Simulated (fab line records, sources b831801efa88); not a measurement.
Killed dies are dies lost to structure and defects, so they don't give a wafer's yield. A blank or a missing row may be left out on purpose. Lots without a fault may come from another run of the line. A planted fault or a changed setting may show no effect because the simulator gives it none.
Which tool did it? | flow sky130 | 15 lots, 45 wafers sampled, at 1 step of a route of 708

WHAT THE GAUGES READ, wafer by wafer
SKY_VIA2_CD_MEAS_12: target cd 200 nm. Usual: cd_nm 200.3 nm, standard deviation 1.3.
lot  | measured     | on        | cd_nm (nm)        | flag
L511 | day 36 06:45 | cd_sem-02 | 199.6 201.5 201.5 |
L514 | day 37 14:51 | cd_sem-02 | 201.5 200.3 199.4 |
L515 | day 37 16:17 | cd_sem-01 | 202.3 201.5 202.7 |
L516 | day 38 04:20 | cd_sem-01 | 199.6 199.6 199.9 |
L517 | day 38 12:28 | cd_sem-01 | 200.6 199.4 200.0 |
L519 | day 39 04:56 | cd_sem-01 | 200.2 199.8 199.0 |
L520 | day 39 09:13 | cd_sem-01 | 202.4 199.3 200.0 |
L521 | day 39 17:01 | cd_sem-01 | 201.1 202.1 200.9 |
L523 | day 40 14:28 | cd_sem-01 | 200.6 199.0 198.5 |
L525 | day 41 06:18 | cd_sem-01 | 203.4 203.2 201.4 |
L527 | day 41 09:54 | cd_sem-01 | 199.6 198.9 199.4 |
L526 | day 41 11:07 | cd_sem-01 | 200.6 200.3 201.8 |
L532 | day 42 16:26 | cd_sem-01 | 198.7 197.6 197.7 |
L534 | day 43 03:56 | cd_sem-02 | 202.3 201.2 200.3 |
L533 | day 43 04:34 | cd_sem-01 | 198.4 198.3 198.5 |

WHICH TOOL RAN EACH LOT (tool, then ch and the chambers of the sampled wafers, then the start)
The record holds no process step before these readings.

WHAT THE TOOLS THEMSELVES READ (means of the sampled wafers that have a number; where no wafer has one, the mark that the record gives instead)
The record holds no such reading with a usual standard deviation.

THE ANSWER, worked out from the rows above alone
Rule: a lot is off if the mean of its wafers that have a number lies more than 3 standard deviations from the usual mean. A lot without any number at a reading at which 4 lots or more have one is off too. The other lots that the step has rows for count as sound. The gauges are gone through in route order, then the tools' own readings, and for those a lot's mean is taken as printed above. The first step at which some lot is off is used, and at that step the reading that is off furthest; a lot without a number counts as furthest.
No lot is off at any reading shown: from this, nothing can be told.

WHAT THE SIMULATOR HAD PUT IN
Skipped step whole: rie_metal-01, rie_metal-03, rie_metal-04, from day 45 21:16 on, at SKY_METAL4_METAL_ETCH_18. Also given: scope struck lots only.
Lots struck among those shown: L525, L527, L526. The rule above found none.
